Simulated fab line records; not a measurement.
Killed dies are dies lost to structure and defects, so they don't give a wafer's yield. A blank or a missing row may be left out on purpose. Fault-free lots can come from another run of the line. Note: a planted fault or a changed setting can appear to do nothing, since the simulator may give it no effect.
A lot that was struck, set against a sound lot | flow sky130 | 37 out of 708 route steps
Sound: the wafers L195.2, L195.3, L195.4. Struck: wafers L213.3, L213.5, L213.6. Last of all comes the cause.
Order at every step that has rows: each side's tool, ch and its chambers, its first start. Under that, the readings that differ: sound wafers | struck wafers | difference of the means | sigmas: that difference in standard deviations of wafers without a fault.
alike: a reading whose means differ by less than 2 such deviations, as well as words and numbers matching on both sides. not compared: withheld readings; readings where some wafer has no value; bounds like >300 that might hide an equal value; numbers whose values overlap and for which the record gives no deviation.
The two part at a step that has a row with sigmas, a row that says differs or no value, or rows on one side only. Non-overlapping numbers with no deviation appear without sigmas and do not part them. A reading missing from all wafers of one side parts the sides only when that side holds two or more wafers.

first, 10 steps without rows for these wafers: SKY_LDD_LDN_SOFTBAKE_03 (time 60 s); SKY_LDD_LDN_EXPOSE_04 (exposes mask LDNTM, target cd 700 nm); SKY_LDD_LDN_PEB_05; SKY_LDD_LDN_DEVELOP_06 (develop time 60 s); SKY_LDD_LDN_IMPLANT_08; SKY_LDD_LDN_IMPLANT_09; SKY_LDD_LDN_IMPLANT_10; SKY_LDD_LDN_IMPLANT_11; SKY_LDD_LDN_STRIP_12 (strips in O2/N2); SKY_LDD_LDN_CLEAN_14 (cleans in SC1/SC2, time 150 s).
SKY_SPACER_CVD_00: deposits Si3N4 from DCS/NH3, target thk 43.1 nm, time 740 s.
  sound on lpcvd-02 ch 0, day 22 19:14; struck on lpcvd-02 ch 1, day 29 03:42
reading                                 | sound             | struck            | difference | sigmas
pressureMtorr (mTorr)                   | 250.5 250.2 250.3 | 125.0 124.9 125.1 | -125.3     | -99 or more
spikeTcTopC (C)                         | 782.9 784.4 781.4 | 786.6 785.2 785.9 | +3.0       | +2
zonePowerCentrePct (%)                  | 12.7 13.0 13.1    | 11.7 12.1 11.8    | -1.1       | -2
model.Si3N4_of_SPACER_CVD_00.thkNm (nm) | 43.49 43.48 43.26 | 35.69 35.54 35.45 | -7.85      | 
SKY_SPACER_THK_MEAS_01:
  sound on filmMetro-03 at day 22 20:27; struck on filmMetro-02 at day 29 05:34
reading                | sound          | struck         | difference | sigmas
SPACER_CVD_00_THK (nm) | 43.5 43.5 43.2 | 35.7 35.5 35.4 | -7.9       | -18
SKY_SPACER_ETCHBACK_02: etches Si3N4 in CH3F/O2, stops on SiO2, time 46.7 s, target depth 45 nm.
  sound on rieDiel-03 ch 0,1,3, day 22 20:30; struck on rieDiel-03 ch 0,1,2, day 29 05:36
reading                 | sound             | struck            | difference | sigmas
oesProductAu (a.u.)     | 0.860 0.858 0.861 | 0.773 0.770 0.760 | -0.092     | -14
model.etch.depthNm (nm) | 43.49 43.48 43.26 | 35.69 35.54 35.45 | -7.85      | 
  alike: ch3fFlowSccm, drypumpMotorCurrentA, throttleValvePct
  not compared: rfHoursCounterH
then, 22 steps without rows for these wafers: SKY_POLY_CUT_DEHYDRATE_00 (time 60 s); SKY_POLY_CUT_HMDS_01 (prime time 60 s); SKY_POLY_CUT_COAT_02 (resist thk 60 nm); SKY_POLY_CUT_COAT_03 (resist thk 450 nm); SKY_POLY_CUT_SOFTBAKE_04 (time 90 s); SKY_POLY_CUT_EXPOSE_05 (exposes mask NPCM, target cd 270 nm); SKY_POLY_CUT_PEB_06; SKY_POLY_CUT_DEVELOP_07 (develop time 60 s); SKY_POLY_CUT_ETCH_10 (etches BARC in N2/H2, stops on SiO2, time 45.9 s, target depth 60 nm); SKY_POLY_CUT_ETCH_11 (etches Si3N4 in CF4/CH2F2/Ar, stops on poly-Si, time 42.5 s, target depth 60 nm); SKY_POLY_CUT_STRIP_12 (strips in O2/N2); SKY_SD_P_DEHYDRATE_00 (time 60 s); SKY_SD_P_HMDS_01 (prime time 60 s); SKY_SD_P_COAT_02 (resist thk 1140 nm); SKY_SD_P_SOFTBAKE_03 (time 60 s); SKY_SD_P_EXPOSE_04 (exposes mask PSDM, target cd 380 nm); SKY_SD_P_PEB_05; SKY_SD_P_DEVELOP_06 (develop time 60 s); SKY_SD_P_IMPLANT_09; SKY_SD_P_STRIP_10 (strips in O2/N2); SKY_RES_XHIGH_DEHYDRATE_00 (time 60 s); SKY_RES_XHIGH_HMDS_01 (prime time 60 s).
-- the record jumps here: 5 days lie between the struck wafers' starts before and after (it left off in module RES_XHIGH and takes up again in module SALICIDE, whose first step shown is number 361 of the route) --
SKY_SALICIDE_CLEAN_00: cleans in HF-last, time 30 s.
  sound on wetBench-03 ch 1, day 27 18:44; struck on wetBench-04 ch 2, day 33 20:53
reading                                 | sound             | struck            | difference | sigmas
model.Si3N4_of_SPACER_CVD_00.thkNm (nm) | 42.51 42.51 42.29 | 34.72 34.56 34.48 | -7.85      | 
-- the record jumps here: 16 days lie between the struck wafers' starts before and after (it left off in module SALICIDE and takes up again in module PAD_OPEN, whose first step shown is number 708 of the route) --
SKY_PAD_OPEN_PROBE_99:
  sound on prober-01 at day 45 13:52; struck on prober-02 at day 49 21:23
reading                             | sound             | struck            | difference | sigmas
killedAtOther                       | 0 0 0             | 2 2 0             | +1         | +2
model.etest.pfet_01v8.rOnOhmUm      | 2932 2932 2868    | 2623 2639 2627    | -281       | 
model.etest.nfetG5v0d10v5.rOnOhmUm  | 1871 1875 1884    | 1806 1807 1796    | -74        | 
model.etest.sonosUncharged.rOnOhmUm | 819.5 804.8 795.2 | 769.2 754.1 778.5 | -39.2      | 
model.etest.pfet_01v8.driveUaUm     | 186.9 188.8 194.1 | 213.5 215.9 214.2 | +24.6      | 
model.etest.sramPfetLatch.driveUaUm | 140.5 139.7 139.9 | 163.1 156.8 161.4 | +20.4      | 
model.etest.pfet_01v8_hvt.driveUaUm | 138 138.9 142.9   | 162.4 160.2 158.9 | +20.6      | 
model.etest.pfet_01v8_mvt.driveUaUm | 148.7 148.8 151.2 | 161.6 162.5 162.1 | +12.5      | 
model.etest.pfet_01v8_lvt.driveUaUm | 174.1 169.8 172.1 | 181.5 179.6 182   | +9.0       | 
  alike: killed_at_M0_to_M3, killed_at_M4_up, killedAtContacts, killedAtFrontEnd, killedDies, killedOpen, killedShort

## WHERE THEY PART
First at SKY_SPACER_CVD_00; last, within this record, at SKY_PAD_OPEN_PROBE_99.

WHY: whatever the simulator had introduced
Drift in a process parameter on lpcvd-02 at SKY_SPACER_CVD_00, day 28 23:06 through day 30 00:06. A move of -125 in setting pressureMtorr, from 250. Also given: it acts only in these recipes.
